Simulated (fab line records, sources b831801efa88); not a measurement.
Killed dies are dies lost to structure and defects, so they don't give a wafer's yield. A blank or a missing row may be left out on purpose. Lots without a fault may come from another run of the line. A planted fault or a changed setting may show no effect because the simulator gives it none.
A struck lot beside a sound one | flow sky130 | 43 steps out of a route of 708
Sound: wafers L825.4, L825.5, L825.6. Struck: wafers L845.4, L845.5. (L845.3 of the same lot was not struck and is left out.) The cause comes at the end.
At each step with rows: each side's tool, then ch and its chambers, then its first start. Under that, the readings that differ: sound wafers | struck wafers | difference of the means | sigmas: that difference in standard deviations of wafers without a fault.
alike: readings whose means differ by less than 2 such deviations, and words and numbers that are the same on both sides. not compared: withheld readings, readings that some wafer has no value for, bounds like >300 that may hide the same value, and numbers for which the record gives no deviation and whose values overlap.
The two part at a step that has a row with sigmas, a row that says differs or no value, or rows on one side only. Numbers that don't overlap but have no deviation are shown without sigmas and don't part them. A reading that every wafer of one side lacks parts them only if that side has two wafers or more.

SKY_VT_ADJUST_LVTN_STRIP_20: strips in O2/N2.
  sound on plasma_asher-02 ch 0,1, day 7 12:14; struck on plasma_asher-03 ch 1, day 13 13:56
  reading                     | sound             | struck      | difference | sigmas
  drypump_motor_current_A (A) | 6.4 5.8 6.4       | 4.9 4.9     | -1.3       | -2
  oes_product_au (a.u.)       | 0.709 0.711 0.707 | 0.726 0.712 | +0.010     | +2
  alike: strip_time_to_endpoint_s
  not compared: rf_hours_counter_h
SKY_VT_ADJUST_LVTN_TW_MEAS_21:
  sound on film_metro-01, day 7 12:20; struck on film_metro-03, day 13 14:02
  alike: VT_ADJUST_LVTN_2_TW
then, 7 steps without rows for these wafers: SKY_VT_ADJUST_NCORE_DEHYDRATE_00 (time 60 s); SKY_VT_ADJUST_NCORE_HMDS_01 (prime time 60 s); SKY_VT_ADJUST_NCORE_COAT_02 (resist thk 1140 nm); SKY_VT_ADJUST_NCORE_SOFTBAKE_03 (time 60 s); SKY_VT_ADJUST_NCORE_EXPOSE_04 (exposes mask LVTN COMPLEMENT THIN, target cd 380 nm); SKY_VT_ADJUST_NCORE_PEB_05; SKY_VT_ADJUST_NCORE_DEVELOP_06 (develop time 60 s).
SKY_VT_ADJUST_NCORE_CD_MEAS_07: target cd 380 nm.
  sound on cd_sem-01, day 8 07:28; struck on cd_sem-01, day 14 15:31
  alike: cd_nm
SKY_VT_ADJUST_NCORE_OVL_MEAS_08:
  sound on overlay-01, day 8 07:32; struck on overlay-01, day 14 15:37
  alike: VT_ADJUST_NCORE_OVL
then, 1 step without rows for these wafers: SKY_VT_ADJUST_NCORE_IMPLANT_09.
SKY_VT_ADJUST_NCORE_STRIP_10: strips in O2/N2.
  sound on plasma_asher-04 ch 0,1, day 8 07:44; struck on plasma_asher-03 ch 0, day 14 15:49
  alike: drypump_motor_current_A, oes_product_au, strip_time_to_endpoint_s
  not compared: rf_hours_counter_h
SKY_VT_ADJUST_NCORE_TW_MEAS_11:
  sound on film_metro-01, day 8 07:50; struck on film_metro-04, day 14 15:55
  reading            | sound             | struck      | difference | sigmas
  VT_ADJUST_NCORE_TW | 219.9 218.6 219.1 | 222.9 222.5 | +3.5       | +2
then, 7 steps without rows for these wafers: SKY_VT_ADJUST_HVTR_DEHYDRATE_00 (time 60 s); SKY_VT_ADJUST_HVTR_HMDS_01 (prime time 60 s); SKY_VT_ADJUST_HVTR_COAT_02 (resist thk 1140 nm); SKY_VT_ADJUST_HVTR_SOFTBAKE_03 (time 60 s); SKY_VT_ADJUST_HVTR_EXPOSE_04 (exposes mask HVTRM, target cd 380 nm); SKY_VT_ADJUST_HVTR_PEB_05; SKY_VT_ADJUST_HVTR_DEVELOP_06 (develop time 60 s).
SKY_VT_ADJUST_HVTR_CD_MEAS_07: target cd 380 nm.
  sound on cd_sem-02, day 9 05:05; struck on cd_sem-02, day 15 18:43
  alike: cd_nm
SKY_VT_ADJUST_HVTR_OVL_MEAS_08:
  sound on overlay-02, day 9 05:10; struck on overlay-01, day 15 18:49
  alike: VT_ADJUST_HVTR_OVL
then, 1 step without rows for these wafers: SKY_VT_ADJUST_HVTR_IMPLANT_09.
SKY_VT_ADJUST_HVTR_STRIP_10: strips in O2/N2.
  sound on plasma_asher-02 ch 0,1, day 9 05:22; struck on plasma_asher-01 ch 0,1, day 15 19:01
  reading               | sound             | struck      | difference | sigmas
  oes_product_au (a.u.) | 0.709 0.710 0.702 | 0.720 0.714 | +0.010     | +2
  alike: drypump_motor_current_A, strip_time_to_endpoint_s
  not compared: rf_hours_counter_h
SKY_VT_ADJUST_HVTR_TW_MEAS_11:
  sound on film_metro-02, day 9 05:28; struck on film_metro-02, day 15 19:07
  alike: VT_ADJUST_HVTR_TW
then, 7 steps without rows for these wafers: SKY_VT_ADJUST_PCH_DEHYDRATE_00 (time 60 s); SKY_VT_ADJUST_PCH_HMDS_01 (prime time 60 s); SKY_VT_ADJUST_PCH_COAT_02 (resist thk 3000 nm); SKY_VT_ADJUST_PCH_SOFTBAKE_03; SKY_VT_ADJUST_PCH_EXPOSE_04 (exposes mask NWM, target cd 840 nm); SKY_VT_ADJUST_PCH_PEB_05; SKY_VT_ADJUST_PCH_DEVELOP_06 (develop time 60 s).
SKY_VT_ADJUST_PCH_OVL_MEAS_07:
  sound on overlay-02, day 10 03:32; struck on overlay-02, day 16 22:22
  reading                | sound       | struck   | difference | sigmas
  VT_ADJUST_PCH_OVL (nm) | 2.6 2.4 1.9 | 0.6 -1.8 | -2.9       | -2
then, 1 step without rows for these wafers: SKY_VT_ADJUST_PCH_IMPLANT_08.
SKY_VT_ADJUST_PCH_STRIP_09: strips in O2/N2.
  sound on plasma_asher-03 ch 0,1, day 10 03:44; struck on plasma_asher-03 ch 0, day 16 22:34
  reading                      | sound             | struck      | difference | sigmas
  strip_time_to_endpoint_s (s) | 37.04 37.17 36.95 | 36.73 36.83 | -0.27      | -2
  alike: drypump_motor_current_A, oes_product_au
  not compared: rf_hours_counter_h
SKY_VT_ADJUST_PCH_TW_MEAS_10:
  sound on film_metro-01, day 10 03:50; struck on film_metro-01, day 16 22:39
  alike: VT_ADJUST_PCH_TW
then, 5 steps without rows for these wafers: SKY_SONOS_TUNNEL_DEHYDRATE_00 (time 60 s); SKY_SONOS_TUNNEL_HMDS_01 (prime time 60 s); SKY_SONOS_TUNNEL_COAT_02 (resist thk 1140 nm); SKY_SONOS_TUNNEL_SOFTBAKE_03 (time 60 s); SKY_SONOS_TUNNEL_EXPOSE_04 (exposes mask TUNM, target cd 410 nm).
-- the record jumps here: 34 days lie between the struck wafers' starts before and after (it left off in module SONOS_TUNNEL and takes up again in module PAD_OPEN, whose first step shown is number 708 of the route) --
SKY_PAD_OPEN_PROBE_99:
  sound on prober-02, day 45 11:15; struck on prober-02, day 50 11:32
  reading             | sound    | struck  | difference | sigmas
  killed_at_front_end | 11 11 13 | 64 61   | +51        | +13
  killed_dies         | 96 71 81 | 111 118 | +32        | +3
  alike: killed_at_M0_to_M3, killed_at_M4_up, killed_at_contacts, killed_at_other, killed_open, killed_short

WHERE THEY PART
First at SKY_VT_ADJUST_LVTN_STRIP_20; last, within this record, at SKY_PAD_OPEN_PROBE_99.

WHY: what the simulator had put in
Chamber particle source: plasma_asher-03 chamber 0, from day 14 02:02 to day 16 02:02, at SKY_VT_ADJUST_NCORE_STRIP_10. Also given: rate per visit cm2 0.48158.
